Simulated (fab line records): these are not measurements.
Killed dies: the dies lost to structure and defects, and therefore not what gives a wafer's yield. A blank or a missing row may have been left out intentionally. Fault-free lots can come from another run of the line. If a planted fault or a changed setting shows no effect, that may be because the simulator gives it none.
Split-lot trial / flow sky130 / on a route of 708 steps: 5 lots, 18 wafers read

== SPLIT DETAILS ==
At SKY_METAL4_COAT_08 (resist thk 1140 nm), the setting spin rpm was moved away from the recipe's 3000 rpm on 7 of the 18 wafers read, by -2.8% to +5.3%. This setting was run at the recipe's value on the other wafers.

== FROM THE SPLIT TO THE READING: what the file shows between them, 3 steps ==
- SKY_METAL4_SOFTBAKE_09: time 90 s
- SKY_METAL4_EXPOSE_10: exposes mask MM4, target cd 300 nm
- SKY_METAL4_DESCUM_15: chemistry O2, time 8 s

== THE READING ==
KrF-thick_of_METAL4_COAT_08.thk nm (the simulator's own value, which no gauge read), in nm, at SKY_METAL4_ETCH_16 (etches BARC in N2/H2, stops on SiO2, time 88.2 s, target depth 60 nm). There is no usual value for it anywhere in the file. Here, 11 wafers ran the recipe; their average is 1075 nm with a standard deviation of 1.8 nm.

wafer=L079.3; tool, chamber at the split=litho track-02, 0; spin rpm as run, rpm=3000; against the recipe=recipe; KrF-thick_of_METAL4_COAT_08.thk nm, nm=1072; against lot-mates on the recipe=-
wafer=L079.4; tool, chamber at the split=litho track-02, 0; spin rpm as run, rpm=3124; against the recipe=+4.1%; KrF-thick_of_METAL4_COAT_08.thk nm, nm=1045; against lot-mates on the recipe=-27
wafer=L080.1; tool, chamber at the split=litho track-04, 0; spin rpm as run, rpm=3156; against the recipe=+5.2%; KrF-thick_of_METAL4_COAT_08.thk nm, nm=1049; against lot-mates on the recipe=-27
wafer=L080.2; tool, chamber at the split=litho track-04, 0; spin rpm as run, rpm=3156; against the recipe=+5.2%; KrF-thick_of_METAL4_COAT_08.thk nm, nm=1049; against lot-mates on the recipe=-27
wafer=L080.4; tool, chamber at the split=litho track-04, 0; spin rpm as run, rpm=3000; against the recipe=recipe; KrF-thick_of_METAL4_COAT_08.thk nm, nm=1075; against lot-mates on the recipe=-
wafer=L080.5; tool, chamber at the split=litho track-04, 0; spin rpm as run, rpm=3000; against the recipe=recipe; KrF-thick_of_METAL4_COAT_08.thk nm, nm=1075; against lot-mates on the recipe=-
wafer=L080.6; tool, chamber at the split=litho track-04, 0; spin rpm as run, rpm=3000; against the recipe=recipe; KrF-thick_of_METAL4_COAT_08.thk nm, nm=1077; against lot-mates on the recipe=-
wafer=L081.1; tool, chamber at the split=litho track-01, 0; spin rpm as run, rpm=3000; against the recipe=recipe; KrF-thick_of_METAL4_COAT_08.thk nm, nm=1074; against lot-mates on the recipe=-
wafer=L081.2; tool, chamber at the split=litho track-01, 0; spin rpm as run, rpm=3000; against the recipe=recipe; KrF-thick_of_METAL4_COAT_08.thk nm, nm=1075; against lot-mates on the recipe=-
wafer=L081.3; tool, chamber at the split=litho track-01, 0; spin rpm as run, rpm=3000; against the recipe=recipe; KrF-thick_of_METAL4_COAT_08.thk nm, nm=1075; against lot-mates on the recipe=-
wafer=L084.2; tool, chamber at the split=litho track-01, 0; spin rpm as run, rpm=2917; against the recipe=-2.8%; KrF-thick_of_METAL4_COAT_08.thk nm, nm=1092; against lot-mates on the recipe=+19
wafer=L084.3; tool, chamber at the split=litho track-01, 0; spin rpm as run, rpm=3000; against the recipe=recipe; KrF-thick_of_METAL4_COAT_08.thk nm, nm=1073; against lot-mates on the recipe=-
wafer=L084.6; tool, chamber at the split=litho track-01, 0; spin rpm as run, rpm=2917; against the recipe=-2.8%; KrF-thick_of_METAL4_COAT_08.thk nm, nm=1095; against lot-mates on the recipe=+22
wafer=L085.1; tool, chamber at the split=litho track-02, 0; spin rpm as run, rpm=3000; against the recipe=recipe; KrF-thick_of_METAL4_COAT_08.thk nm, nm=1078; against lot-mates on the recipe=-
wafer=L085.2; tool, chamber at the split=litho track-02, 0; spin rpm as run, rpm=3000; against the recipe=recipe; KrF-thick_of_METAL4_COAT_08.thk nm, nm=1072; against lot-mates on the recipe=-
wafer=L085.3; tool, chamber at the split=litho track-02, 0; spin rpm as run, rpm=3000; against the recipe=recipe; KrF-thick_of_METAL4_COAT_08.thk nm, nm=1075; against lot-mates on the recipe=-
wafer=L085.5; tool, chamber at the split=litho track-02, 0; spin rpm as run, rpm=3159; against the recipe=+5.3%; KrF-thick_of_METAL4_COAT_08.thk nm, nm=1048; against lot-mates on the recipe=-27
wafer=L085.6; tool, chamber at the split=litho track-02, 0; spin rpm as run, rpm=3159; against the recipe=+5.3%; KrF-thick_of_METAL4_COAT_08.thk nm, nm=1046; against lot-mates on the recipe=-29

THE FIT
A straight line over all 18 wafers: KrF-thick_of_METAL4_COAT_08.thk nm changes by -5.6 nm for each +1% of spin rpm; r = -0.98; the points scatter about the line by 2.9 nm.
The same after taking each lot's own level away (the mean of its wafers on the recipe; 18 wafers): -5.73 nm for each +1%; r = -0.99; scatter 2.5 nm.
That fit puts the effect of the largest move of spin rpm on the reading at 30 nm.
The span of the lots' own levels, 1072.0 to 1075.7 nm, comes to 2.1 times the standard deviation stated above.
The two slopes agree, so the slope changes little with the lot-to-lot level.
Check: -30 nm against its lot-mates is what the line predicts for one of the wafers moved furthest among these (+5.3%) when that wafer is left out of the fit. Against them it came out at -27 nm.

== OTHER SPLITS APPLIED TO THESE WAFERS ==
Other splits were also applied to these wafers ahead of the reading. Each is held against what the fit with the lots' levels taken away leaves over:
other split on the same wafers=SKY_CAP2M_METAL_ETCH_13 bias w; wafers away from the commonest value=2; r with KrF-thick_of_METAL4_COAT_08.thk nm (lot level and that fit taken away)=+0.56

== THE WHOLE CHAIN: every reading that the file lists as answering this split, in the file's order ==
step=SKY_METAL4_COAT_08; what it does=resist thk 1140 nm; reading=KrF-thick_of_METAL4_COAT_08.thk nm (the simulator's own value, which no gauge read); change (the file's fit)=-5.46 nm for each +1% of the setting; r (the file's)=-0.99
step=SKY_METAL4_ETCH_16; what it does=etches BARC in N2/H2, stops on SiO2, time 88.2 s, target depth 60 nm; reading=KrF-thick_of_METAL4_COAT_08.thk nm (the simulator's own value, which no gauge read); change (the file's fit)=-5.43 nm for each +1% of the setting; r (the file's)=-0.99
step=SKY_METAL4_METAL_ETCH_18; what it does=etches the open film in Cl2/BCl3, stops on SiO2, target depth 845 nm, time 183.1 s; reading=KrF-thick_of_METAL4_COAT_08.thk nm (the simulator's own value, which no gauge read); change (the file's fit)=-5.24 nm for each +1% of the setting, in a fit together with bias w@METAL4_METAL_ETCH_18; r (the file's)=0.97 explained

== FILE'S OWN FIT ==
KrF-thick_of_METAL4_COAT_08.thk nm changes by -5.43 nm for each +1% of spin rpm, r = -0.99.
